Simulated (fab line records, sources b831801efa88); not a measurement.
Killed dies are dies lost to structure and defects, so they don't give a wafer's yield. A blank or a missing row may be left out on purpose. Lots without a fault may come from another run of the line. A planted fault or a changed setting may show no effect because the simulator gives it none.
Problem report in the 8D (eight disciplines) form, filled by code | flow sky130 | the parts of the form that need people (team, actions taken, sign-off) are left out

1. THE PROBLEM
run_length_s at SKY_GATE_OXIDE_WET_ETCH_12 reads a mean of 114 s on 6 wafers of 2 lots; wafers without a fault read 363 s with a standard deviation of 3.3. That is -76 standard deviations from the usual mean.
The step: etches SiO2 in dHF, target depth 16.8 nm, time 336 s.
First seen on wafer L111.1, day 19 05:52, on wet_bench-04. The record holds 36 wafers of 12 lots with a number at this step. Rule for "out", or "out of limits": more than 4 standard deviations from the usual mean. The other wafers with a number count as sound.

2. WHAT IT IS AND WHAT IT IS NOT
question                    | is                     | is not
which readings at this step | run_length_s           | -
which lots                  | L111, L113             | L102, L103, L104, L105, L106, L108, L109, L110, L112, L999
which wafers of those lots  | all that have a number | -
read on which tools         | wet_bench-04           | wet_bench-01, wet_bench-02
when                        | from day 19 05:52      | up to then (27 sound wafers); but 3 sound wafers of L112 came after

3. SUSPECTS, AND WHAT RULES EACH OUT
Counting: a tool at a process step up to the reading stays a suspect if it ran every lot that is out and no sound lot after the first of them.
- wet_bench-04 at SKY_GATE_OXIDE_WET_ETCH_12 (etches SiO2 in dHF, target depth 16.8 nm, time 336 s): kept. It ran every lot that is out, first L111 (day 19 05:52), and no sound lot after that; its last sound lot up to then is L109 (day 18 10:31). Its own readings are out on those wafers: run_length_s.
Left after counting: wet_bench-04 at SKY_GATE_OXIDE_WET_ETCH_12.

4. THE CAUSE (what the simulator had put in)
Process parameter drift: wet_bench-04, from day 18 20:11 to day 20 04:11, at SKY_GATE_OXIDE_WET_ETCH_12. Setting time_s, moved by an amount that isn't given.
Counting left only this tool.

5. THE CHAIN OF EFFECTS, in route order
Each row: a reading whose mean over the struck wafers that have a number lies more than 3 standard deviations from the usual. Only readings for which the record gives a usual standard deviation are gone through. hours: the time from each lot's start at the first step in this table that gives one to its start at this step, as a median over the lots. sigmas: the change in usual standard deviations.
hours | step                       | reading             | usual | on struck wafers | change | sigmas
0     | SKY_GATE_OXIDE_WET_ETCH_12 | run_length_s        | 363 s | 114              | -250   | -76
732   | SKY_PAD_OPEN_PROBE_99      | killed_at_front_end | 15    | 418              | +403   | +98
732   | SKY_PAD_OPEN_PROBE_99      | killed_dies         | 87    | 492              | +405   | +43
732   | SKY_PAD_OPEN_PROBE_99      | killed_on_rim       | 17    | 96               | +79    | +21
The process steps in it:
- SKY_GATE_OXIDE_WET_ETCH_12: etches SiO2 in dHF, target depth 16.8 nm, time 336 s.
- SKY_PAD_OPEN_PROBE_99

6. WHAT WOULD HAVE CAUGHT IT SOONER
In this record the first reading out of limits was taken at day 19 05:52, 10 hours after the fault began at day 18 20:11.
